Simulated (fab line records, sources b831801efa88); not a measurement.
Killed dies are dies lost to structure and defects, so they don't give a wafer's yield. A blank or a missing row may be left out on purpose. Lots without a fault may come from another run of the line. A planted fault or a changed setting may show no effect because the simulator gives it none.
Chamber matching | flow sky130 | SKY_CONTACT_CMP_04 on cmp-02: 4 sister chambers
The step polishes SiO2. 8 wafers are shown with their chamber, then 12 later ones without.

WAFERS WITH THEIR CHAMBER
wafer  | chamber | motor_current_A (A) | slurry_flow_ml_min
L084.5 | 3       | 10.0                | 149.9
L087.2 | 0       | 11.7                | 149.3
L087.6 | 3       | 10.7                | 149.9
L088.2 | 1       | 11.7                | 150.2
L088.5 | 2       | 13.8                | 149.9
L089.1 | 1       | 12.0                | 149.6
L089.4 | 0       | 12.5                | 149.9
L089.6 | 2       | 14.0                | 150.1

WAFERS WITHOUT THEIR CHAMBER
wafer  | motor_current_A (A) | slurry_flow_ml_min
L091.2 | 11.9                | 149.8
L091.5 | 12.1                | 150.3
L091.6 | 12.6                | 149.9
L093.2 | 11.0                | 150.3
L093.4 | 9.9                 | 149.0
L093.6 | 11.6                | 150.4
L094.2 | 12.5                | 150.2
L094.5 | 11.5                | 150.2
L094.6 | 12.0                | 150.6
L096.3 | 12.3                | 151.3
L096.4 | 12.8                | 150.4
L096.6 | 10.9                | 151.2

WHICH CHAMBER EACH WENT THROUGH
wafer  | from the rows above          | in truth
L091.2 | can't be placed: 1 or 0      | 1
L091.5 | can't be placed: 1 or 0      | 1
L091.6 | can't be placed: 0 or 1 or 2 | 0
L093.2 | can't be placed: 3 or 1 or 0 | 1
L093.4 | 3                            | 3
L093.6 | can't be placed: 1 or 0 or 3 | 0
L094.2 | can't be placed: 1 or 0 or 2 | 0
L094.5 | can't be placed: 1 or 0 or 3 | 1
L094.6 | can't be placed: 1 or 0      | 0
L096.3 | can't be placed: 1 or 0 or 2 | 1
L096.4 | can't be placed: 1 or 2 or 0 | 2
L096.6 | can't be placed: 3 or 1 or 0 | 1
Placed correctly: 1 of 12. Can't be placed from these rows: 11 (the true chamber is among the candidates in 11). Placed wrongly: 0.
How it was worked out, from the rows above alone: a wafer's distance from a chamber is the root of the sum, over the readings, of the square of ((its reading less the chamber's mean) divided by the reading's scatter). The wafer belongs to the nearest chamber; if the next one is less than 2 further off, it can't be placed. A chamber's mean is the mean of its shown wafers. The scatter: the root of (the sum of the squares of (reading less its chamber's mean) over the shown wafers, divided by (wafers less chambers)).
